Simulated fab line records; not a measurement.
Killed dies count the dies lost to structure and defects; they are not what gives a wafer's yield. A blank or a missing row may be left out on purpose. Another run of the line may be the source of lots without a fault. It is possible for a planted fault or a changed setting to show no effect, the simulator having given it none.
Matching of chambers :: flow sky130 :: SKY_VIA4_CMP_02 on cmp-01 has 4 sister chambers
The step polishes SiO2. 4 wafers are shown with their chamber, then 9 later ones without.

== WAFERS, EACH WITH ITS CHAMBER ==
wafer: L669.6
chamber: 1
motor-current-A (A): 10.3

wafer: L677.2
chamber: 3
motor-current-A (A): 12.7

wafer: L677.4
chamber: 2
motor-current-A (A): 14.5

wafer: L677.6
chamber: 0
motor-current-A (A): 10.7

== WAFERS WHOSE CHAMBER IS MISSING ==
wafer: L678.1
motor-current-A (A): 13.5

wafer: L678.3
motor-current-A (A): 10.3

wafer: L678.5
motor-current-A (A): 10.3

wafer: L680.2
motor-current-A (A): 14.8

wafer: L680.4
motor-current-A (A): 10.8

wafer: L680.5
motor-current-A (A): 13.6

wafer: L681.1
motor-current-A (A): 11.1

wafer: L681.3
motor-current-A (A): 10.5

wafer: L681.6
motor-current-A (A): 10.9

== WHICH CHAMBER EACH ONE RAN IN ==
wafer: L678.1
from the rows above: can't be placed: 3 or 2
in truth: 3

wafer: L678.3
from the rows above: can't be placed: 1 or 0
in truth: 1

wafer: L678.5
from the rows above: can't be placed: 1 or 0
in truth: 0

wafer: L680.2
from the rows above: 2
in truth: 2

wafer: L680.4
from the rows above: can't be placed: 0 or 1
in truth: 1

wafer: L680.5
from the rows above: can't be placed: 2 or 3
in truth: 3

wafer: L681.1
from the rows above: can't be placed: 0 or 1
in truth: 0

wafer: L681.3
from the rows above: can't be placed: 0 or 1
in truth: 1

wafer: L681.6
from the rows above: can't be placed: 0 or 1
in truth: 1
Correct placement for 1 of the 9. Not placeable from these rows: 8 (in 8, the candidates include the true chamber). Wrongly placed: 0.
How it was worked out, from the rows above alone: a wafer's distance from a chamber is the root of the sum, over the readings, of the square of ((its reading less the chamber's mean) divided by the reading's scatter). If the next closest chamber is less than 2 further off than the closest, the wafer can't be placed; otherwise it belongs to the closest. The mean given for a chamber averages the wafers shown for that chamber. The scatter: with one shown wafer a chamber, the root of the mean of the squares of how far each hidden wafer lies from its nearest shown one.
